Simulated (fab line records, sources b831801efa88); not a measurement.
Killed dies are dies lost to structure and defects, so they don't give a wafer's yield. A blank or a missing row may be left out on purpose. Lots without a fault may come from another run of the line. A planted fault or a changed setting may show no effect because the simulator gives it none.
A struck lot beside a sound one | flow sky130 | 16 steps out of a route of 708
Sound: wafers L843.2, L843.3, L843.4. Struck: wafers L850.1, L850.2, L850.6. The cause comes at the end.
At each step with rows: each side's tool, then ch and its chambers, then its first start. Under that, the readings that differ: sound wafers | struck wafers | difference of the means | sigmas: that difference in standard deviations of wafers without a fault.
alike: readings whose means differ by less than 2 such deviations, and words and numbers that are the same on both sides. not compared: withheld readings, readings that some wafer has no value for, bounds like >300 that may hide the same value, and numbers for which the record gives no deviation and whose values overlap.
The two part at a step that has a row with sigmas, a row that says differs or no value, or rows on one side only. Numbers that don't overlap but have no deviation are shown without sigmas and don't part them. A reading that every wafer of one side lacks parts them only if that side has two wafers or more.

first, 1 step without rows for these wafers: SKY_LDD_N_IMPLANT_15.
SKY_LDD_N_STRIP_16: strips in O2/N2.
  sound on plasma_asher-04 ch 0,1, day 18 05:55; struck on plasma_asher-04 ch 0,1, day 22 04:05
  reading                      | sound             | struck            | difference | sigmas
  strip_time_to_endpoint_s (s) | 4.350 4.348 4.363 | 4.323 4.323 4.315 | -0.033     | -2
  alike: chamber_pressure_mTorr, drypump_motor_current_A, oes_product_au
  not compared: rf_hours_counter_h
SKY_LDD_N_TW_MEAS_17:
  sound on film_metro-01, day 18 06:01; struck on film_metro-01, day 22 04:11
  alike: LDD_N_TW
then, 7 steps without rows for these wafers: SKY_LDD_P_DEHYDRATE_00 (time 60 s); SKY_LDD_P_HMDS_01 (prime time 60 s); SKY_LDD_P_COAT_02 (resist thk 1140 nm); SKY_LDD_P_SOFTBAKE_03 (time 60 s); SKY_LDD_P_EXPOSE_04 (exposes mask PSDM, target cd 380 nm); SKY_LDD_P_PEB_05; SKY_LDD_P_DEVELOP_06 (develop time 60 s).
SKY_LDD_P_CD_MEAS_07: target cd 380 nm.
  sound on cd_sem-02, day 19 12:20; struck on cd_sem-02, day 23 10:21
  alike: cd_nm
SKY_LDD_P_OVL_MEAS_08:
  sound on overlay-02, day 19 12:27; struck on overlay-01, day 23 10:28
  alike: LDD_P_OVL
SKY_LDD_P_IMPLANT_09:
  sound on implanter-02 ch 0, day 19 12:30; struck on implanter-02 ch 0, day 23 10:31
  reading                   | sound                | struck               | difference | sigmas
  beam_energy_keV           | 25.011 24.993 25.008 | 21.391 21.383 21.383 | -3.618     | -99 or more
  model.implant.rp_nm (nm)  | 20.42 20.42 20.42    | 17.57 17.57 17.57    | -2.85      |
  model.implant.drp_nm (nm) | 11.41 11.41 11.41    | 10.22 10.22 10.22    | -1.19      |
  alike: beam_on_s
SKY_LDD_P_STRIP_10: strips in O2/N2.
  sound on plasma_asher-03 ch 0,1, day 19 12:38; struck on plasma_asher-02 ch 0,1, day 23 10:40
  alike: chamber_pressure_mTorr, drypump_motor_current_A, oes_product_au, strip_time_to_endpoint_s
  not compared: rf_hours_counter_h
SKY_LDD_P_TW_MEAS_11:
  sound on film_metro-03, day 19 12:44; struck on film_metro-02, day 23 11:01
  reading  | sound       | struck      | difference | sigmas
  LDD_P_TW | 639 641 640 | 613 613 612 | -27        | -9
  not compared: hold
-- the record jumps here: 25 days lie between the struck wafers' starts before and after (it left off in module LDD_P and takes up again in module PAD_OPEN, whose first step shown is number 708 of the route) --
SKY_PAD_OPEN_PROBE_99:
  sound on prober-02, day 46 06:57; struck on prober-01, day 48 16:47
  reading                     | sound          | struck         | difference | sigmas
  model.etest.tip_p.rs_ohm_sq | 6916 6918 6933 | 7031 7089 7043 | +132       |
  alike: killed_at_M0_to_M3, killed_at_M4_up, killed_at_contacts, killed_at_front_end, killed_at_other, killed_dies, killed_open, killed_short

WHERE THEY PART
First at SKY_LDD_N_STRIP_16; last, within this record, at SKY_LDD_P_TW_MEAS_11. Later steps at which nothing parts them and some readings are alike: SKY_PAD_OPEN_PROBE_99.

WHY: what the simulator had put in
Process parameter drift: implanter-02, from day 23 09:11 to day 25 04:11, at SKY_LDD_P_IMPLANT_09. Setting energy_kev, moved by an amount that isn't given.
